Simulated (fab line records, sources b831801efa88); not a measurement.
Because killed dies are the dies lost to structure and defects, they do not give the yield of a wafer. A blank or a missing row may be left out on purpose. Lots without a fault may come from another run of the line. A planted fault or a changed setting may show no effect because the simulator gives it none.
fab line records	flow gf180mcu
record: lots: 12	wafers: 36	last-day: 34
route steps=602 shown NSD@244 M1@317 V1@356
lots untouched by any fault: they come from a run of this same line in which no faults occurred
start-h: start of the lot's first displayed wafer, in hours after the record's first day	wait-h: hours from the lot's prior step to this one	" repeats the value in the row above	L1.1+2: one row covering several wafers at once	- no value, or no start was given	* or withheld: withheld	< > ~ a bound
route shown NAME@n: NAME is a module with steps in the file, n the number in the route of the first one	usual: mean/standard deviation of fault-free wafers	same: alike in all rows	chamber/n: place in a boat	sites: the reading at each site	_std_site: standard deviation of those values	_edge_site: the outer-site mean with the inner-site mean subtracted	radius-mm: for every site, how far away it sits from the centre of the wafer	mask NAME#n: copy n	behind: the most recent tool/chamber to have shaped the wafer	hold: why the lot was held/for how many hours/how that ended	device: whichever transistor did not switch (one of n, p or np)	end of line: tests run on the same wafers once the route is complete	a step without rows: its recipe alone	killed: count of dies lost to structure and defects at first sort (not the wafer's yield)	map: dies across one wafer; x = killed, . = not, _ = none there
set.NAME: setting as actually run; set.NAME@STEP: the setting as run at that earlier step	model.NAME: the simulator's own value behind a step, which no gauge read
steps of the route over a sample of lots; a table a step, a row a wafer
services: the hour from which a tool's chamber was out of use, counted from the record's first day as start-h (under 0 if before that day), plus the number of hours and why
== steps ==
step: GF_NSD_IMPLANT_09
recipe: species: As	energy-kev: 60	dose-cm2: 4e+15	tilt-deg: 7
usual: end-station-pressure-torr: 1.17e-05/9.3e-07	faraday-current-uA: 10501/640
lot.wafer	tool	chamber	start-h	wait-h	end-station-pressure-torr	faraday-current-uA
L738.2	implanter-01	0	327.97	0.0	1.27e-05	10240
L738.4	"	0	"	"	1.16e-05	10365
L738.5	"	0	"	"	1.16e-05	10503
L740.3	implanter-01	0	330.26	0.1	1.17e-05	9881
L740.5	"	0	"	"	1.09e-05	10209
L740.6	"	0	"	"	1.14e-05	10075
L744.3	implanter-03	0	361.66	0.1	1.09e-05	9772
L744.4	"	0	"	"	1e-05	10122
L744.6	"	0	"	"	1.06e-05	9999
L749.2	implanter-01	0	404.43	0.0	1.18e-05	9740
L749.3	"	0	"	"	1.1e-05	10390
L749.4	"	0	"	"	1.15e-05	10307
L751.2	implanter-01	0	416.87	0.0	1.19e-05	10546
L751.3	"	0	"	"	1.18e-05	10759
L751.4	"	0	"	"	1.19e-05	10437
L752.3	implanter-04	0	425.16	0.1	1.19e-05	11789
L752.4	"	0	"	"	1.32e-05	11402
L752.5	"	0	"	"	1.3e-05	11457
L753.1	implanter-03	0	435.84	0.0	1.09e-05	9887
L753.2	"	0	"	"	1.02e-05	9681
L753.4	"	0	"	"	1.14e-05	9569
L755.1	implanter-04	0	451.94	0.0	1.35e-05	11018
L755.4	"	0	"	"	1.46e-05	11586
L755.5	"	0	"	"	1.32e-05	11753
L756.2	implanter-04	0	463.82	0.0	1.18e-05	11555
L756.4	"	0	"	"	1.37e-05	11367
L756.5	"	0	"	"	1.23e-05	11223
L757.2	implanter-03	0	473.07	0.0	1.09e-05	10071
L757.4	"	0	"	"	1.14e-05	9931
L757.5	"	0	"	"	1.03e-05	10184
L758.3	implanter-01	0	477.41	0.1	1.02e-05	10416
L758.4	"	0	"	"	1.15e-05	10553
L758.6	"	0	"	"	1.16e-05	10616
L759.1	implanter-01	0	487.79	0.0	1.09e-05	10524
L759.3	"	0	"	"	1.16e-05	10223
L759.4	"	0	"	"	1.16e-05	10530
step: GF_NSD_STRIP_11
recipe: chemistry: O2/N2	power-w: 1400	pressure-mtorr: 1500	platen-temp-c: 250	o2-flow-sccm: 3000	n2-flow-sccm: 300	overash-fraction: 0.5
usual: drypump-motor-current-A: 5.6/0.47	heater-power-w: 357/22	oes-product-au: 0.486/0.0049	strip-time-to-endpoint-s: 22.96/0.034
lot.wafer	tool	chamber	start-h	wait-h	drypump-motor-current-A	heater-power-w	oes-product-au	rf-hours-counter-h	strip-time-to-endpoint-s
L738.2	plasma-asher-04	0	328.24	0.1	4.8	335	0.480	54	22.99
L738.4	"	1	"	"	5.7	393	0.480	-	23.01
L738.5	"	0	"	"	4.8	337	0.487	-	22.98
L740.3	plasma-asher-03	1	330.54	0.1	5.9	347	0.499	-	22.95
L740.5	"	1	"	"	5.9	340	0.488	-	22.96
L740.6	"	0	"	"	5.7	344	0.482	-	22.98
L744.3	plasma-asher-04	1	361.94	0.1	5.7	389	0.483	-	22.94
L744.4	"	0	"	"	4.8	337	0.486	-	22.95
L744.6	"	0	"	"	4.8	344	0.494	-	22.94
L749.2	plasma-asher-04	1	404.71	0.1	5.7	385	0.500	62	22.51
L749.3	"	1	"	"	5.7	396	0.476	-	22.51
L749.4	"	0	"	"	4.8	340	0.492	-	22.50
L751.2	plasma-asher-04	1	417.14	0.1	5.7	392	0.497	63	22.53
L751.3	"	0	"	"	4.8	336	0.485	-	22.47
L751.4	"	1	"	"	5.7	394	0.483	-	22.49
L752.3	plasma-asher-03	1	425.44	0.1	5.9	354	0.481	-	22.91
L752.4	"	0	"	"	5.8	328	0.494	-	22.93
L752.5	"	1	"	"	5.9	356	0.484	-	22.98
L753.1	plasma-asher-03	1	436.14	0.1	5.9	347	0.482	34	22.98
L753.2	"	0	"	"	5.8	342	0.493	34	22.97
L753.4	"	1	"	"	5.9	335	0.485	-	22.98
L755.1	plasma-asher-04	1	452.24	0.1	5.7	398	0.489	67	23.00
L755.4	"	1	"	"	5.7	395	0.488	-	22.97
L755.5	"	0	"	"	4.8	328	0.487	-	22.96
L756.2	plasma-asher-04	1	464.09	0.1	5.7	405	0.494	68	22.90
L756.4	"	0	"	"	4.8	331	0.491	-	22.90
L756.5	"	1	"	"	5.7	391	0.482	-	22.97
L757.2	plasma-asher-04	0	473.34	0.1	4.8	332	0.482	69	22.91
L757.4	"	1	"	"	5.7	394	0.496	-	22.92
L757.5	"	1	"	"	5.7	399	0.496	-	22.92
L758.3	plasma-asher-03	0	477.69	0.1	5.8	350	0.489	-	22.94
L758.4	"	1	"	"	5.9	353	0.480	-	22.89
L758.6	"	1	"	"	5.9	335	0.486	-	22.92
L759.1	plasma-asher-02	1	488.09	0.1	5.6	349	0.481	6	22.98
L759.3	"	1	"	"	5.6	357	0.486	-	22.96
L759.4	"	0	"	"	6.3	371	0.486	-	22.94
step: GF_PSD_RS_MEAS_14
recipe: thk-meas-gauge: four-point-probe
usual: NSD_RS: 46.14/0.078
lot.wafer	tool	chamber	start-h	wait-h	NSD_RS[ohm/sq]
L738.2	film-metro-03	-	349.64	0.1	46.14
L738.4	"	-	"	"	46.15
L738.5	"	-	"	"	46.07
L740.3	film-metro-01	-	351.56	0.1	46.18
L740.5	"	-	"	"	46.26
L740.6	"	-	"	"	46.19
L744.3	film-metro-01	-	386.01	0.1	46.22
L744.4	"	-	"	"	46.15
L744.6	"	-	"	"	46.17
L749.2	film-metro-01	-	428.32	0.1	46.75
L749.3	"	-	"	"	46.69
L749.4	"	-	"	"	46.70
L751.2	film-metro-04	-	441.36	0.1	46.88
L751.3	"	-	"	"	46.87
L751.4	"	-	"	"	46.86
L752.3	film-metro-04	-	450.39	0.1	46.24
L752.4	"	-	"	"	46.14
L752.5	"	-	"	"	46.13
L753.1	film-metro-01	-	461.17	0.1	46.11
L753.2	"	-	"	"	46.09
L753.4	"	-	"	"	46.08
L755.1	film-metro-04	-	477.47	0.1	46.16
L755.4	"	-	"	"	46.12
L755.5	"	-	"	"	46.26
L756.2	film-metro-01	-	488.77	0.1	46.23
L756.4	"	-	"	"	46.26
L756.5	"	-	"	"	46.17
L757.2	film-metro-03	-	497.82	0.1	46.15
L757.4	"	-	"	"	46.14
L757.5	"	-	"	"	46.15
L758.3	film-metro-04	-	502.42	0.1	46.11
L758.4	"	-	"	"	46.14
L758.6	"	-	"	"	46.19
L759.1	film-metro-01	-	512.18	0.1	45.91
L759.3	"	-	"	"	46.04
L759.4	"	-	"	"	46.07
step: GF_M1_SPUTTER_02
recipe: material: AlCu	target-thk-nm: 450	power-w: 10600	time-s: 23.9	chamber-pressure-pa: 0.4
usual: throttle-valve-pct: 30.1/0.93
lot.wafer	tool	chamber	start-h	wait-h	throttle-valve-pct
L738.2	pvd-sputter-04	-	396.86	0.0	28.3
L738.4	"	-	"	"	30.3
L738.5	"	-	"	"	28.4
L740.3	pvd-sputter-03	-	399.40	0.0	31.4
L740.5	"	-	"	"	31.7
L740.6	"	-	"	"	29.9
L744.3	pvd-sputter-04	-	436.20	0.0	31.6
L744.4	"	-	"	"	30.2
L744.6	"	-	"	"	30.0
L749.2	pvd-sputter-03	-	480.36	0.0	30.0
L749.3	"	-	"	"	29.8
L749.4	"	-	"	"	31.5
L751.2	pvd-sputter-03	-	491.76	0.0	31.6
L751.3	"	-	"	"	29.7
L751.4	"	-	"	"	29.7
L752.3	pvd-sputter-03	-	501.73	0.0	29.6
L752.4	"	-	"	"	29.8
L752.5	"	-	"	"	29.8
L753.1	pvd-sputter-03	-	510.99	0.0	30.0
L753.2	"	-	"	"	31.4
L753.4	"	-	"	"	29.5
L755.1	pvd-sputter-01	-	527.56	0.0	29.7
L755.4	"	-	"	"	29.1
L755.5	"	-	"	"	30.0
L756.2	pvd-sputter-01	-	538.15	0.0	29.8
L756.4	"	-	"	"	30.2
L756.5	"	-	"	"	30.0
L757.2	pvd-sputter-04	-	547.06	0.0	28.3
L757.4	"	-	"	"	31.7
L757.5	"	-	"	"	30.4
L758.3	pvd-sputter-01	-	551.98	0.0	31.1
L758.4	"	-	"	"	30.1
L758.6	"	-	"	"	29.0
L759.1	pvd-sputter-03	-	560.90	0.0	31.6
L759.3	"	-	"	"	29.7
L759.4	"	-	"	"	29.8
step: GF_M1_CD_MEAS_14
recipe: target-cd-nm: 230
usual: cd-nm: 229.9/1.1
lot.wafer	tool	chamber	start-h	wait-h	cd-nm
L738.2	cd-sem-02	-	420.17	0.1	229.6
L738.4	"	-	"	"	231.7
L738.5	"	-	"	"	230.5
L740.3	cd-sem-01	-	423.15	0.1	231.5
L740.5	"	-	"	"	232.6
L740.6	"	-	"	"	232.9
L744.3	cd-sem-01	-	460.79	0.1	230.1
L744.4	"	-	"	"	230.1
L744.6	"	-	"	"	230.4
L749.2	cd-sem-02	-	504.82	0.1	228.9
L749.3	"	-	"	"	230.5
L749.4	"	-	"	"	229.2
L751.2	cd-sem-02	-	515.27	0.1	229.2
L751.3	"	-	"	"	228.1
L751.4	"	-	"	"	229.7
L752.3	cd-sem-01	-	525.34	0.1	230.4
L752.4	"	-	"	"	230.5
L752.5	"	-	"	"	230.0
L753.1	cd-sem-02	-	533.65	0.1	228.9
L753.2	"	-	"	"	228.5
L753.4	"	-	"	"	228.4
L755.1	cd-sem-01	-	550.67	0.2	229.0
L755.4	"	-	"	"	227.1
L755.5	"	-	"	"	229.0
L756.2	cd-sem-02	-	560.47	0.1	230.0
L756.4	"	-	"	"	230.3
L756.5	"	-	"	"	229.3
L757.2	cd-sem-01	-	569.72	0.1	229.9
L757.4	"	-	"	"	230.2
L757.5	"	-	"	"	228.9
L758.3	cd-sem-01	-	574.32	0.1	228.6
L758.4	"	-	"	"	230.8
L758.6	"	-	"	"	228.8
L759.1	cd-sem-02	-	582.30	0.1	230.3
L759.3	"	-	"	"	232.4
L759.4	"	-	"	"	231.7
step: GF_V1_SPUTTER_21
recipe: material: Ti	target-thk-nm: 15	chamber-pressure-pa: 5	power-w: 2500	substrate-temp-c: 200	time-s: 80.02
usual: throttle-valve-pct: 29.9/1
lot.wafer	tool	chamber	start-h	wait-h	throttle-valve-pct
L738.2	pvd-sputter-01	-	447.12	0.0	29.1
L738.4	"	-	"	"	31.0
L738.5	"	-	"	"	29.9
L740.3	pvd-sputter-02	-	449.55	0.0	29.7
L740.5	"	-	"	"	27.7
L740.6	"	-	"	"	29.8
L744.3	pvd-sputter-02	-	486.55	0.0	32.1
L744.4	"	-	"	"	27.7
L744.6	"	-	"	"	31.9
L749.2	pvd-sputter-02	-	530.65	0.0	29.0
L749.3	"	-	"	"	32.1
L749.4	"	-	"	"	29.7
L751.2	pvd-sputter-03	-	540.74	0.0	29.7
L751.3	"	-	"	"	31.5
L751.4	"	-	"	"	29.3
L752.3	pvd-sputter-01	-	550.50	0.0	29.9
L752.4	"	-	"	"	29.0
L752.5	"	-	"	"	30.1
L753.1	pvd-sputter-03	-	558.69	0.0	30.1
L753.2	"	-	"	"	29.8
L753.4	"	-	"	"	31.7
L755.1	pvd-sputter-02	-	575.22	0.0	32.1
L755.4	"	-	"	"	27.6
L755.5	"	-	"	"	29.0
L756.2	pvd-sputter-03	-	584.98	0.0	29.4
L756.4	"	-	"	"	31.3
L756.5	"	-	"	"	29.8
L757.2	pvd-sputter-01	-	592.79	0.0	29.1
L757.4	"	-	"	"	30.1
L757.5	"	-	"	"	30.1
L758.3	pvd-sputter-01	-	597.28	0.0	30.0
L758.4	"	-	"	"	28.9
L758.6	"	-	"	"	29.0
L759.1	pvd-sputter-03	-	605.57	0.0	30.1
L759.3	"	-	"	"	29.7
L759.4	"	-	"	"	29.6
== services ==
tool	chamber	start-h	hours	kind
pvd-sputter-01	-	305.67	1.7	repair
pvd-sputter-03	-	315.49	2.6	repair
pvd-sputter-03	-	324.34	0.8	repair
implanter-04	-	325.20	3.0	repair
pvd-sputter-02	-	339.24	0.7	repair
pvd-sputter-03	-	356.40	5.0	repair
implanter-03	-	375.01	3.9	pm
pvd-sputter-03	-	384.22	0.6	repair
pvd-sputter-03	-	396.16	0.6	repair
plasma-asher-03	-	400.08	7.3	repair
pvd-sputter-04	-	416.99	0.9	repair
implanter-01	-	439.96	2.1	repair
implanter-01	-	450.04	3.3	pm
pvd-sputter-02	-	455.34	1.2	repair
implanter-01	-	455.54	1.2	repair
plasma-asher-04	-	456.39	1.7	repair
pvd-sputter-02	-	472.70	2.2	repair
implanter-01	-	490.45	6.0	repair
implanter-01	-	497.68	4.2	repair
plasma-asher-03	-	508.81	15.6	pm
pvd-sputter-02	-	538.50	0.5	repair
pvd-sputter-03	-	573.85	4.6	repair
pvd-sputter-02	-	577.26	9.2	repair
pvd-sputter-01	-	589.15	3.4	repair
== key ==
first-sign: step: GF_NSD_STRIP_11	reading: strip-time-to-endpoint-s	direction: down	sigmas: 14	usual: *	struck: *
effect: step: GF_PSD_RS_MEAS_14	reading: NSD_RS	direction: up	sigmas: 8.2	usual: 46.14	struck: 46.79
met-at GF_NSD_IMPLANT_09
struck-lots L749,L751
tester-left-out L749,L751
not-acting-at GF_M1_SPUTTER_02,GF_M1_CD_MEAS_14,GF_V1_SPUTTER_21
onset-between 330.26 404.43
fault: kind: process-parameter-drift	tool: implanter-01	chamber: -	onset-h: 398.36	steps: GF_NSD_IMPLANT_09	channel: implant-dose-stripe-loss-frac	offset: 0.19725	shape: step	end-h: 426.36
tester-left-out: of these lots the tester's yield and bins aren't shown, on N5 and GAA mostly nor the transistor test; their killed dies are dies lost to structure and defects alone, not to doping, threshold or leakage, so they don't give the yield
